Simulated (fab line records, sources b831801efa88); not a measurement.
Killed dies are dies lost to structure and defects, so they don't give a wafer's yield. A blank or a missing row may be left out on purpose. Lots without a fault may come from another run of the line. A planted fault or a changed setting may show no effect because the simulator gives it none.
Chamber matching | flow gf180mcu | GF_CONTACT_CMP_27 on cmp-02: 4 sister chambers
The step polishes, stops on SiO2, t overpolish 15 s, target thk 0 nm. 22 wafers are shown with their chamber, then 11 later ones without.

WAFERS WITH THEIR CHAMBER
wafer  | chamber | motor_current_A (A) | time_to_endpoint_s (s) | overpolish_run_s (s)
L074.2 | 3       | 10.9                | 68                     | 15.003
L074.3 | 1       | 12.1                | 72                     | 14.980
L074.6 | 2       | 11.3                | 70                     | 14.990
L074.1 | 0       | 11.4                | 69                     | 15.003
L074.4 | 2       | 11.6                | 68                     | 15.009
L074.5 | 1       | 12.1                | 73                     | 15.007
L076.3 | 2       | 11.1                | 69                     | 15.002
L076.4 | 3       | 11.9                | 70                     | 14.993
L076.6 | 3       | 11.2                | 71                     | 14.994
L078.2 | 2       | 11.0                | 73                     | 15.017
L078.4 | 1       | 12.5                | 74                     | 15.009
L078.5 | 2       | 12.0                | 74                     | 15.018
L081.1 | 2       | 10.8                | 68                     | 15.021
L081.2 | 1       | 11.6                | 68                     | 15.003
L081.6 | 3       | 10.6                | 66                     | 14.999
L087.1 | 2       | 11.0                | 66                     | 15.000
L087.2 | 0       | 11.3                | 65                     | 15.001
L087.3 | 1       | 12.7                | 69                     | 14.999
L087.4 | 3       | 11.3                | 70                     | 14.997
L087.5 | 2       | 10.4                | 66                     | 14.995
L087.6 | 3       | 11.5                | 70                     | 14.986
L091.3 | 3       | 10.7                | 72                     | 15.017

SIGNATURES (means of the wafers above)
reading            | chamber 0 | chamber 1 | chamber 2 | chamber 3 | scatter within a chamber
motor_current_A    | 11.350    | 12.200    | 11.150    | 11.157    | 0.452
time_to_endpoint_s | 67.00     | 71.20     | 69.25     | 69.57     | 2.58
overpolish_run_s   | 15.00200  | 14.99960  | 15.00650  | 14.99843  | 0.0106
Rule: a wafer's distance from a chamber is the root of the sum, over the readings, of the square of ((its reading less the chamber's mean) divided by the reading's scatter). The wafer belongs to the nearest chamber; if the next one is less than 2 further off, it can't be placed. The scatter: the root of (the sum of the squares of (reading less its chamber's mean) over the shown wafers, divided by (wafers less chambers)).

WAFERS WITHOUT THEIR CHAMBER
wafer  | motor_current_A (A) | time_to_endpoint_s (s) | overpolish_run_s (s)
L091.4 | 12.4                | 70                     | 14.993
L091.5 | 12.3                | 74                     | 14.981
L095.2 | 11.8                | 80                     | 14.999
L095.3 | 11.3                | 74                     | 14.993
L095.6 | 12.6                | 76                     | 15.001
L096.3 | 11.5                | 75                     | 14.994
L096.4 | 10.9                | 72                     | 14.991
L096.6 | 11.0                | 73                     | 14.989
L097.1 | 11.1                | 73                     | 14.996
L097.2 | 12.2                | 70                     | 14.992
L097.4 | 12.0                | 71                     | 14.993

WHICH CHAMBER EACH WENT THROUGH
wafer  | from the rows above               | in truth
L091.4 | can't be placed: 1 or 0 or 3      | 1
L091.5 | can't be placed: 1 or 3 or 2 or 0 | 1
L095.2 | can't be placed: 1 or 3 or 2 or 0 | 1
L095.3 | can't be placed: 3 or 2 or 1 or 0 | 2
L095.6 | can't be placed: 1 or 3           | 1
L096.3 | can't be placed: 1 or 3 or 2 or 0 | 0
L096.4 | can't be placed: 3 or 2 or 0 or 1 | 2
L096.6 | can't be placed: 3 or 2 or 0 or 1 | 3
L097.1 | can't be placed: 3 or 2 or 0 or 1 | 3
L097.2 | can't be placed: 1 or 3 or 0 or 2 | 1
L097.4 | can't be placed: 1 or 3 or 0 or 2 | 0
Placed correctly: 0 of 11. Can't be placed from these rows: 11 (the true chamber is among the candidates in 11). Placed wrongly: 0.
